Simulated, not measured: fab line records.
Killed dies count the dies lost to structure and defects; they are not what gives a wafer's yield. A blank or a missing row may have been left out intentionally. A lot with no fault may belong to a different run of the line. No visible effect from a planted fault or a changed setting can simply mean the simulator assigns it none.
Shared-tool check	flow sky130	Sample size 11 lots and 39 wafers

== WHAT PROMPTED THE OPENING ==
2 of 11 lots carry a flag on the reading VIA4_HDPCVD_THK at SKY_VIA4_THK_MEAS_01. Fault-free wafers read 1749 nm, with a standard deviation of 22.
Rule: flag the lot when none of its wafers has a number, or when each of its wafers that has one lies beyond 4 standard deviations from that mean. The rest of the lots are taken to be sound.

lot	measured	on	VIA4_HDPCVD_THK (nm), wafer by wafer	flag
L508	day 42 12:28	film_metro-01	1769 1782 1785	
L509	day 42 17:13	film_metro-03	1741 1722 1732	
L510	day 42 18:01	film_metro-03	1743 1741 1722	
L512	day 43 13:09	film_metro-04	1789 1737 1752	
L517	day 44 23:11	film_metro-01	1747 1787 1800	
L519	day 45 04:31	film_metro-03	2291 2295 2308 2289 2296 2307	FLAGGED
L520	day 45 12:24	film_metro-01	2307 2282 2258 2308 2284 2258	FLAGGED
L525	day 46 15:55	film_metro-03	1760 1788 1759	
L527	day 47 06:13	film_metro-04	1783 1799 1749	
L529	day 47 21:55	film_metro-03	1728 1729 1706	
L530	day 47 23:07	film_metro-04	1702 1705 1706	
On average the flagged lots' numbers are 2290 nm, which is +541 nm against the usual, or +25 standard deviations.

== EACH LOT AND THE TOOL IT RAN ON ==
The record holds 2 process steps before the reading, out of a route of 708 steps. Read each cell as the tool, then ch plus the chambers that the sampled wafers visited, then the start.
lot	flag	SKY_METAL4_SPUTTER_01	SKY_VIA4_HDPCVD_00
L508		pvd_sputter-04, day 40 11:32	hdpcvd-02 ch 0,1, day 42 12:16
L509		pvd_sputter-04, day 40 16:02	hdpcvd-02 ch 0,1,2, day 42 17:01
L510		pvd_sputter-01, day 40 16:21	hdpcvd-02 ch 0,1,2, day 42 17:54
L512		pvd_sputter-01, day 41 12:35	hdpcvd-02 ch 0,1,2, day 43 12:58
L517		pvd_sputter-04, day 42 23:37	hdpcvd-01 ch 0,1, day 44 22:59
L519	FLAGGED	pvd_sputter-01, day 43 06:37	hdpcvd-02 ch 0,1, day 45 04:19
L520	FLAGGED	pvd_sputter-04, day 43 14:13	hdpcvd-02 ch 0,2, day 45 12:13
L525		pvd_sputter-01, day 44 19:24	hdpcvd-01 ch 0,1,2, day 46 15:44
L527		pvd_sputter-04, day 45 10:50	hdpcvd-01 ch 0,1, day 47 06:02
L529		pvd_sputter-03, day 46 03:43	hdpcvd-02 ch 0,1,2, day 47 21:44
L530		pvd_sputter-04, day 46 04:19	hdpcvd-02 ch 1,2, day 47 22:55
What these steps do:
- SKY_METAL4_SPUTTER_01: material TiN, target thk 20 nm, time 16.7 s.
- SKY_VIA4_HDPCVD_00: deposits SiO2, target thk 1750 nm, time 291.7 s.
- SKY_VIA4_THK_MEAS_01

== FLAGGED OVER TOTAL, TOOL BY TOOL (the gauges that took the reading come last) ==
step	tool	lots run	flagged	share of the flagged lots	sound lots run after its first flagged lot
SKY_METAL4_SPUTTER_01	pvd_sputter-01	4	1	some	1 (L525)
SKY_METAL4_SPUTTER_01	pvd_sputter-03	1	0	none	-
SKY_METAL4_SPUTTER_01	pvd_sputter-04	6	1	some	2 (L527,L530)
SKY_VIA4_HDPCVD_00	hdpcvd-01	3	0	none	-
SKY_VIA4_HDPCVD_00	hdpcvd-02	8	2	all	2 (L529,L530)
SKY_VIA4_THK_MEAS_01	film_metro-01	3	1	some	0
SKY_VIA4_THK_MEAS_01	film_metro-03	5	1	some	2 (L525,L529)
SKY_VIA4_THK_MEAS_01	film_metro-04	3	0	none	-

== WHAT IS ALLOWED BY THE TABLE ==
In the table, 1 row covers all flagged lots: hdpcvd-02 at SKY_VIA4_HDPCVD_00.
- hdpcvd-02 at SKY_VIA4_HDPCVD_00 ran 8 lots, 2 of them flagged. After the first flagged lot (L529, L530), sound lots still ran on it; a lasting fault on the whole tool would not permit that.
No row of the table ran every flagged lot and no sound lot after the first.

== WHAT THE SIMULATOR PUT IN ==
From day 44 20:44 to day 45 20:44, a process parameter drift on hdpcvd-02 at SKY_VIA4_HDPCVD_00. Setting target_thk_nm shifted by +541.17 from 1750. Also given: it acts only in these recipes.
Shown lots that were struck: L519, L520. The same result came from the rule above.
